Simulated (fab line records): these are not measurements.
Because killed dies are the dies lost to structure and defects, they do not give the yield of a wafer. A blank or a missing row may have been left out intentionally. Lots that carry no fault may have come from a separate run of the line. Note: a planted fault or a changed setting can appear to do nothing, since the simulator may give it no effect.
fab line records -- flow sky130
record: lots: 15, wafers: 45, last-day: 50
route steps=708 shown PASSIVATION@692
lots with no fault: from the same line, run without faults
start-h: the number of hours between the record's first day and the start of the first shown wafer of the lot -- wait-h: time in hours since the lot's previous step -- " unchanged from the row above -- L1.1+2: several wafers, shown together as one row -- - either no value or no given start -- * or withheld: withheld -- < > ~ a bound
route shown NAME@n: names a module that has steps shown in the file, with the first one's number in the route -- usual: mean/standard deviation of fault-free wafers -- same: alike in all rows -- chamber/n: place in a boat -- sites: each site's reading -- _std_site: standard deviation of those values -- _edge_site: outer sites' mean less inner sites' -- radius-mm: for every site, how far away it sits from the centre of the wafer -- mask NAME#n: copy n -- behind: the tool/chamber that last shaped the wafer -- hold: what put the lot on hold/how long, in hours/how the hold closed -- device: the n, p or np transistor that did not switch -- end of line: tests run on the same wafers once the route is complete -- a step with no rows: only its recipe -- killed: count of dies lost to structure and defects at first sort (not the wafer's yield) -- map: a wafer's dies, x killed, . not, _ none there
set.NAME: the setting the step ran with; set.NAME@STEP: the setting that earlier step ran with -- model.NAME: the simulator's own value behind a step, which no gauge read
the route's steps for a sample of lots (tables are steps, rows are wafers)
services: from which hour (start-h, from the record's first day; less than 0 if before it) a tool's chamber was out of use, for how many hours, and why
== steps ==
step: SKY_PASSIVATION_ETCH_11
recipe: chemistry: CF4/O2, target-depth-nm: 725, stop-on: AlCu, source-w: 800, bias-w: 150, pressure-mtorr: 150, cf4-flow-sccm: 80, O2_flow_sccm: 10, time-s: 161.1
usual: O2_flow_sccm: 9.998/0.029, bias-w: 150.0/0.45, drypump-motor-current-A: 5.9/0.68, oes-product-au: 0.978/0.0071, throttle-valve-pct: 5.964/0.009
lot.wafer,tool,chamber,start-h,wait-h,O2_flow_sccm,bias-w,drypump-motor-current-A,oes-product-au,rf-hours-counter-h,throttle-valve-pct
L742.1,rie-diel-04,2,1042.50,-,10.047,149.7,6.8,0.977,11,5.961
L742.4,rie-diel-04,1,1042.50,-,10.016,149.9,6.8,0.979,18,5.998
L742.6,rie-diel-04,2,1042.50,-,10.004,150.9,6.8,0.981,-,5.964
L744.2,rie-diel-02,1,1066.30,-,9.987,150.4,6.0,0.980,22,5.965
L744.5,rie-diel-02,0,1066.30,-,9.985,149.2,5.0,0.983,-,5.972
L744.6,rie-diel-02,1,1066.30,-,9.961,150.9,6.0,0.986,-,5.961
L746.1,rie-diel-03,1,1077.17,-,10.001,150.5,5.2,0.973,20,5.948
L746.3,rie-diel-03,0,1077.17,-,9.987,150.6,5.9,0.979,15,5.960
L746.5,rie-diel-03,1,1077.17,-,9.975,150.1,5.2,0.979,-,5.951
L747.2,rie-diel-03,1,1079.40,-,9.961,148.7,5.2,0.965,20,5.952
L747.3,rie-diel-03,0,1079.40,-,9.974,149.8,5.9,0.966,15,5.962
L747.4,rie-diel-03,3,1079.40,-,10.034,149.9,6.6,0.976,23,5.976
L748.1,rie-diel-02,1,1092.00,-,10.018,150.0,6.0,0.974,22,5.976
L748.2,rie-diel-02,3,1092.00,-,10.014,150.0,5.6,0.977,9,5.958
L748.5,rie-diel-02,2,1092.00,-,10.025,150.1,6.4,0.982,-,5.962
L749.2,rie-diel-03,1,1094.75,-,10.023,149.9,5.2,0.983,20,5.963
L749.4,rie-diel-03,2,1094.75,-,10.002,150.2,5.2,0.992,21,5.966
L749.5,rie-diel-03,1,1094.75,-,10.018,150.1,5.2,0.984,-,5.963
L750.2,rie-diel-04,2,1100.55,-,9.930,150.4,6.8,0.985,13,5.966
L750.4,rie-diel-04,3,1100.55,-,9.948,149.6,5.1,0.991,22,5.952
L750.6,rie-diel-04,0,1100.55,-,9.993,150.7,5.8,0.987,-,5.975
L751.3,rie-diel-04,2,1106.80,-,10.010,149.7,6.8,0.985,13,5.961
L751.5,rie-diel-04,2,1106.80,-,10.042,150.0,6.8,0.991,-,5.961
L751.6,rie-diel-04,3,1106.80,-,9.988,149.3,5.1,0.985,-,5.962
L756.2,rie-diel-02,2,1135.29,-,-,-,-,-,-,-
L756.3,rie-diel-02,0,1135.29,-,-,-,-,-,-,-
L756.4,rie-diel-02,1,1135.29,-,-,-,-,-,-,-
L758.2,rie-diel-02,2,1143.72,-,-,-,-,-,-,-
L758.4,rie-diel-02,0,1143.72,-,-,-,-,-,-,-
L758.5,rie-diel-02,2,1143.72,-,-,-,-,-,-,-
L759.1,rie-diel-02,3,1149.50,-,-,-,-,-,-,-
L759.3,rie-diel-02,2,1149.50,-,-,-,-,-,-,-
L759.6,rie-diel-02,0,1149.50,-,-,-,-,-,-,-
L762.3,rie-diel-03,2,1167.27,-,10.009,150.1,5.2,0.972,23,5.954
L762.5,rie-diel-03,0,1167.27,-,10.030,150.5,5.9,0.983,-,5.971
L762.6,rie-diel-03,1,1167.27,-,9.996,150.2,5.2,0.977,-,5.949
L763.1,rie-diel-02,1,1176.22,-,9.963,149.7,6.0,0.970,0,5.970
L763.3,rie-diel-02,2,1176.22,-,9.968,149.8,6.4,0.969,2,5.970
L763.6,rie-diel-02,0,1176.22,-,9.924,150.1,5.0,0.975,-,5.959
L764.1,rie-diel-04,1,1181.67,-,9.977,149.7,6.8,0.972,23,5.965
L764.2,rie-diel-04,3,1181.67,-,10.050,150.2,5.1,0.977,26,5.967
L764.4,rie-diel-04,2,1181.67,-,10.005,149.8,6.8,0.976,17,5.969
L765.1,rie-diel-04,3,1188.22,-,10.016,149.7,5.1,0.975,27,5.975
L765.2,rie-diel-04,2,1188.22,-,9.987,150.1,6.8,0.971,17,5.956
L765.4,rie-diel-04,1,1188.22,-,9.967,150.1,6.7,0.976,24,5.977
step: SKY_PASSIVATION_STRIP_12
recipe: chemistry: O2/N2, power-w: 1400, pressure-mtorr: 1500, platen-temp-c: withheld, overash-fraction: 0.7, o2-flow-sccm: 3000, n2-flow-sccm: 300
usual: drypump-motor-current-A: 5.8/0.52, oes-product-au: 0.661/0.0044, strip-time-to-endpoint-s: 31.53/0.13
lot.wafer,tool,chamber,start-h,wait-h,drypump-motor-current-A,oes-product-au,rf-hours-counter-h,strip-time-to-endpoint-s
L742.1,plasma-asher-01,1,1042.60,0.1,6.2,0.659,60,31.56
L742.4,plasma-asher-01,1,1042.60,0.1,6.3,0.664,-,31.54
L742.6,plasma-asher-01,1,1042.60,0.1,6.3,0.655,-,31.55
L744.2,plasma-asher-02,0,1066.40,0.1,5.9,0.657,93,31.56
L744.5,plasma-asher-02,0,1066.40,0.1,5.9,0.655,-,31.52
L744.6,plasma-asher-02,1,1066.40,0.1,5.5,0.654,-,31.47
L746.1,plasma-asher-02,1,1077.28,0.1,5.5,0.662,94,31.35
L746.3,plasma-asher-02,1,1077.28,0.1,5.5,0.659,-,31.40
L746.5,plasma-asher-02,0,1077.28,0.1,5.9,0.665,-,31.33
L747.2,plasma-asher-02,0,1079.50,0.1,5.9,0.670,94,31.53
L747.3,plasma-asher-02,0,1079.50,0.1,5.9,0.660,-,31.55
L747.4,plasma-asher-02,1,1079.50,0.1,5.5,0.657,-,31.69
L748.1,plasma-asher-01,0,1092.10,0.1,4.9,0.663,65,31.41
L748.2,plasma-asher-01,1,1092.10,0.1,6.3,0.656,65,31.29
L748.5,plasma-asher-01,0,1092.10,0.1,4.9,0.664,-,31.51
L749.2,plasma-asher-04,0,1094.85,0.1,6.6,0.658,3,31.58
L749.4,plasma-asher-04,1,1094.85,0.1,5.7,0.663,-,31.63
L749.5,plasma-asher-04,1,1094.85,0.1,5.8,0.664,-,31.53
L750.2,plasma-asher-04,0,1100.65,0.1,6.6,0.659,3,31.61
L750.4,plasma-asher-04,0,1100.65,0.1,6.6,0.666,-,31.60
L750.6,plasma-asher-04,1,1100.65,0.1,5.8,0.661,-,31.49
L751.3,plasma-asher-02,0,1106.94,0.1,5.9,0.660,-,31.62
L751.5,plasma-asher-02,0,1106.94,0.1,5.9,0.664,-,31.55
L751.6,plasma-asher-02,1,1106.94,0.1,5.5,0.660,-,31.51
L756.2,plasma-asher-04,1,1135.40,0.1,5.8,0.666,7,36.77
L756.3,plasma-asher-04,0,1135.40,0.1,6.6,0.666,-,36.90
L756.4,plasma-asher-04,1,1135.40,0.1,5.8,0.663,-,36.82
L758.2,plasma-asher-02,1,1143.88,0.1,5.5,0.667,101,37.04
L758.4,plasma-asher-02,1,1143.88,0.1,5.5,0.676,-,37.05
L758.5,plasma-asher-02,1,1143.88,0.1,5.5,0.655,-,37.07
L759.1,plasma-asher-02,1,1149.60,0.1,5.5,0.666,102,36.95
L759.3,plasma-asher-02,1,1149.60,0.1,5.5,0.667,-,36.95
L759.6,plasma-asher-02,0,1149.60,0.1,5.9,0.673,-,36.80
L762.3,plasma-asher-01,1,1167.41,0.1,6.3,0.658,-,31.64
L762.5,plasma-asher-01,1,1167.41,0.1,6.3,0.658,-,31.39
L762.6,plasma-asher-01,0,1167.41,0.1,4.9,0.666,-,31.50
L763.1,plasma-asher-01,1,1176.33,0.1,6.3,0.662,69,31.53
L763.3,plasma-asher-01,0,1176.33,0.1,4.9,0.673,-,31.44
L763.6,plasma-asher-01,0,1176.33,0.1,4.9,0.657,-,31.28
L764.1,plasma-asher-01,0,1181.78,0.1,4.9,0.664,70,31.63
L764.2,plasma-asher-01,1,1181.78,0.1,6.3,0.659,70,31.44
L764.4,plasma-asher-01,0,1181.78,0.1,4.9,0.661,-,31.57
L765.1,plasma-asher-01,1,1188.33,0.1,6.2,0.652,71,31.47
L765.2,plasma-asher-01,0,1188.33,0.1,4.9,0.656,71,31.43
L765.4,plasma-asher-01,0,1188.33,0.1,4.9,0.659,-,31.62
== services ==
tool,chamber,start-h,hours,kind
rie-diel-03,-,1050.06,2.6,repair
plasma-asher-04,-,1053.14,1.4,repair
plasma-asher-04,-,1055.25,9.0,pm
plasma-asher-04,0,1055.25,9.0,vent-cycle
plasma-asher-04,1,1055.25,9.0,vent-cycle
plasma-asher-04,0,1064.25,-,clean
rie-diel-04,-,1070.17,0.7,repair
plasma-asher-04,-,1075.68,1.8,repair
plasma-asher-01,-,1092.69,3.5,repair
rie-diel-02,2,1093.94,-,clean
rie-diel-02,2,1093.94,18.0,scheduled-down
rie-diel-02,2,1093.94,18.0,vent-cycle
rie-diel-02,-,1094.87,1.6,repair
rie-diel-02,-,1113.93,14.6,pm
plasma-asher-01,-,1122.79,40.5,pm
rie-diel-03,-,1123.24,14.6,pm
rie-diel-02,1,1129.88,4.0,repair
rie-diel-02,1,1138.82,-,clean
rie-diel-02,1,1138.82,-,consumable-replace:focus-ring
rie-diel-02,1,1138.82,19.0,scheduled-down
rie-diel-02,1,1138.82,19.0,vent-cycle
rie-diel-02,3,1139.66,6.5,repair
plasma-asher-04,-,1147.03,2.8,pm
plasma-asher-02,-,1157.22,1.8,repair
== key ==
first-sign: step: SKY_PASSIVATION_ETCH_11, reading: tool-record, direction: missing
effect: step: SKY_PASSIVATION_STRIP_12, reading: strip-time-to-endpoint-s, direction: up, sigmas: 43, usual: *, struck: *
met-at SKY_PASSIVATION_ETCH_11
struck-lots L756,L758,L759
later-rows-left-out L756.2,L756.3,L756.4,L758.2,L758.4,L758.5,L759.1,L759.3,L759.6
sort-left-out L756.2,L756.3,L756.4,L758.2,L758.4,L758.5,L759.1,L759.3,L759.6
onset-between 1092.00 1135.29
fault: kind: skipped-step-whole, tool: rie-diel-02, chamber: -, onset-h: 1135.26, steps: SKY_PASSIVATION_ETCH_11, scope: struck-lots-only
sort-left-out: the simulated sort isn't trusted on such a fault, so these wafers' sort isn't shown, and their yield isn't known
later-rows-left-out: the simulator's readings of these wafers behind a module that went badly wrong aren't trusted and aren't shown, but for the sort
